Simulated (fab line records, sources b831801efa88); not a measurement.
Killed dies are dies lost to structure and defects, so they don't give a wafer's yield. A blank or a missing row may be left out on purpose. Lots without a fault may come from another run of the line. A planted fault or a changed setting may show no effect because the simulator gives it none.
Which tool did it? | flow sfq_line | 14 lots, 42 wafers sampled, at 1 step of a route of 325

WHAT THE GAUGES READ, wafer by wafer
SFQ_M1_RS_MEAS_909: measures by four-point-probe. Usual: M1_NB_RS 0.893 ohm/sq, standard deviation 0.008.
lot  | measured     | on            | M1_NB_RS (ohm/sq) | flag
L332 | day 18 00:59 | film_metro-04 | 0.879 0.877 0.879 |
L333 | day 18 18:34 | film_metro-01 | 0.903 0.891 0.892 |
L334 | day 19 01:43 | film_metro-04 | 0.904 0.900 0.906 |
L335 | day 19 13:07 | film_metro-03 | 0.905 0.908 0.902 |
L337 | day 20 20:40 | film_metro-04 | 0.886 0.893 0.895 |
L338 | day 21 12:13 | film_metro-03 | 0.888 0.884 0.887 |
L346 | day 23 18:37 | film_metro-03 | 0.888 0.884 0.886 |
L347 | day 24 19:00 | film_metro-03 | 0.889 0.880 0.889 |
L348 | day 25 04:38 | film_metro-01 | 0.886 0.894 0.893 |
L349 | day 25 20:17 | film_metro-03 | 0.898 0.894 0.891 |
L350 | day 26 10:41 | film_metro-04 | 0.894 0.900 0.896 |
L351 | day 26 23:43 | film_metro-04 | 0.900 0.896 0.885 |
L352 | day 27 06:43 | film_metro-03 | 0.898 0.901 0.902 |
L354 | day 27 19:55 | film_metro-03 | 0.896 0.899 0.898 |

WHICH TOOL RAN EACH LOT (tool, then ch and the chambers of the sampled wafers, then the start)
The record holds no process step before these readings.

WHAT THE TOOLS THEMSELVES READ (means of the sampled wafers that have a number; where no wafer has one, the mark that the record gives instead)
The record holds no such reading with a usual standard deviation.

THE ANSWER, worked out from the rows above alone
Rule: a lot is off if the mean of its wafers that have a number lies more than 3 standard deviations from the usual mean. A lot without any number at a reading at which 4 lots or more have one is off too. The other lots that the step has rows for count as sound. The gauges are gone through in route order, then the tools' own readings, and for those a lot's mean is taken as printed above. The first step at which some lot is off is used, and at that step the reading that is off furthest; a lot without a number counts as furthest.
No lot is off at any reading shown: from this, nothing can be told.

WHAT THE SIMULATOR HAD PUT IN
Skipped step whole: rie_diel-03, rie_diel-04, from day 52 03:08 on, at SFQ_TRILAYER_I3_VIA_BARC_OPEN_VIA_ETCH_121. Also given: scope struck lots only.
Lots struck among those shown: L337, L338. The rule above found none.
